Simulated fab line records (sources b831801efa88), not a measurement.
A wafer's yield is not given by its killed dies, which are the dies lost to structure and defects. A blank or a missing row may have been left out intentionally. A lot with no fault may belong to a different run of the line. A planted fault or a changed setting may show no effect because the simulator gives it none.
Tool commonality check :: flow gf180mcu :: 14 lots, 42 wafers sampled

WHY THIS WAS OPENED
At GF_LVPWELL_TW_MEAS_11 the reading LVPWELL_TW is flagged on 2 of 14 lots. No-fault wafers: 557, standard deviation 4.6.
Rule: a lot is flagged in two cases, either no wafer of it has a number, or all its wafers with numbers fall more than 4 standard deviations from that mean. As for the other lots, they are considered sound.

lot: L251
measured: day 3 20:25
on: film metro-02
LVPWELL_TW, wafer by wafer: 562 561 562
flag: 

lot: L252
measured: day 4 02:40
on: film metro-04
LVPWELL_TW, wafer by wafer: 547 550 550
flag: 

lot: L254
measured: day 4 15:10
on: film metro-04
LVPWELL_TW, wafer by wafer: 551 548 551
flag: 

lot: L255
measured: day 5 01:04
on: film metro-04
LVPWELL_TW, wafer by wafer: 554 552 553
flag: 

lot: L256
measured: day 5 05:52
on: film metro-04
LVPWELL_TW, wafer by wafer: 551 551 552
flag: 

lot: L258
measured: day 5 14:23
on: film metro-02
LVPWELL_TW, wafer by wafer: 1598 1609 1590
flag: FLAGGED

lot: L259
measured: day 5 21:20
on: film metro-04
LVPWELL_TW, wafer by wafer: 1568 1567 1570
flag: FLAGGED

lot: L261
measured: day 6 07:22
on: film metro-04
LVPWELL_TW, wafer by wafer: 555 553 550
flag: 

lot: L265
measured: day 7 03:10
on: film metro-01
LVPWELL_TW, wafer by wafer: 559 563 563
flag: 

lot: L267
measured: day 7 14:25
on: film metro-02
LVPWELL_TW, wafer by wafer: 558 560 559
flag: 

lot: L268
measured: day 7 20:27
on: film metro-02
LVPWELL_TW, wafer by wafer: 559 560 561
flag: 

lot: L269
measured: day 8 00:41
on: film metro-02
LVPWELL_TW, wafer by wafer: 560 556 560
flag: 

lot: L270
measured: day 8 06:04
on: film metro-02
LVPWELL_TW, wafer by wafer: 557 558 559
flag: 

lot: L273
measured: day 9 00:49
on: film metro-04
LVPWELL_TW, wafer by wafer: 553 553 553
flag: 
The numbers of the flagged lots are 1584 on average: +1027 against the usual, or +99 or more standard deviations.

TOOL THAT RAN EACH LOT
The record keeps 1 process step preceding the reading, out of 602 steps on the route. Cell contents, in order: the tool; ch with the chambers the sampled wafers went through; the start.
lot: L251
flag: 
GF_NWELL_COAT_02: litho track-01 ch 0, day 3 00:09

lot: L252
flag: 
GF_NWELL_COAT_02: litho track-01 ch 0, day 3 06:12

lot: L254
flag: 
GF_NWELL_COAT_02: litho track-03 ch 0, day 3 18:23

lot: L255
flag: 
GF_NWELL_COAT_02: litho track-01 ch 0, day 4 02:58

lot: L256
flag: 
GF_NWELL_COAT_02: litho track-02 ch 0, day 4 08:22

lot: L258
flag: FLAGGED
GF_NWELL_COAT_02: litho track-01, day 4 15:46

lot: L259
flag: FLAGGED
GF_NWELL_COAT_02: litho track-01, day 4 23:00

lot: L261
flag: 
GF_NWELL_COAT_02: litho track-01 ch 0, day 5 07:55

lot: L265
flag: 
GF_NWELL_COAT_02: litho track-01 ch 0, day 6 03:30

lot: L267
flag: 
GF_NWELL_COAT_02: litho track-01 ch 0, day 6 14:10

lot: L268
flag: 
GF_NWELL_COAT_02: litho track-02 ch 0, day 6 20:19

lot: L269
flag: 
GF_NWELL_COAT_02: litho track-01 ch 0, day 7 00:18

lot: L270
flag: 
GF_NWELL_COAT_02: litho track-01 ch 0, day 7 05:19

lot: L273
flag: 
GF_NWELL_COAT_02: litho track-03 ch 0, day 7 22:44
What the steps here do:
- GF_NWELL_COAT_02: resist thk 3000 nm.
- GF_LVPWELL_TW_MEAS_11

FLAGGED OVER TOTAL, TOOL BY TOOL (the gauges that took the reading come last)
step: GF_NWELL_COAT_02
tool: litho track-01
lots run: 10
flagged: 2
share of the flagged lots: all
sound lots run after its first flagged lot: 5 (L261,L265,L267,L269,L270)

step: GF_NWELL_COAT_02
tool: litho track-02
lots run: 2
flagged: 0
share of the flagged lots: none
sound lots run after its first flagged lot: -

step: GF_NWELL_COAT_02
tool: litho track-03
lots run: 2
flagged: 0
share of the flagged lots: none
sound lots run after its first flagged lot: -

step: GF_LVPWELL_TW_MEAS_11
tool: film metro-01
lots run: 1
flagged: 0
share of the flagged lots: none
sound lots run after its first flagged lot: -

step: GF_LVPWELL_TW_MEAS_11
tool: film metro-02
lots run: 6
flagged: 1
share of the flagged lots: some
sound lots run after its first flagged lot: 4 (L267,L268,L269,L270)

step: GF_LVPWELL_TW_MEAS_11
tool: film metro-04
lots run: 7
flagged: 1
share of the flagged lots: some
sound lots run after its first flagged lot: 2 (L261,L273)

WHAT THE TABLE PERMITS
All flagged lots share 1 row of the table, namely litho track-01 at GF_NWELL_COAT_02.
- litho track-01 at GF_NWELL_COAT_02 ran 10 lots, 2 of them flagged. Sound lots followed the first flagged one (L261, L265, L267, L269, L270) on it, something a lasting fault affecting the whole tool could not allow. On the flagged lots its readings are blank where sound lots have values: chill plate temp C, dispense pressure kPa, resist line temp C.
None of the table's rows ran every flagged lot and, after the first, no sound lot.

WHAT THE SIMULATOR HAD PUT IN
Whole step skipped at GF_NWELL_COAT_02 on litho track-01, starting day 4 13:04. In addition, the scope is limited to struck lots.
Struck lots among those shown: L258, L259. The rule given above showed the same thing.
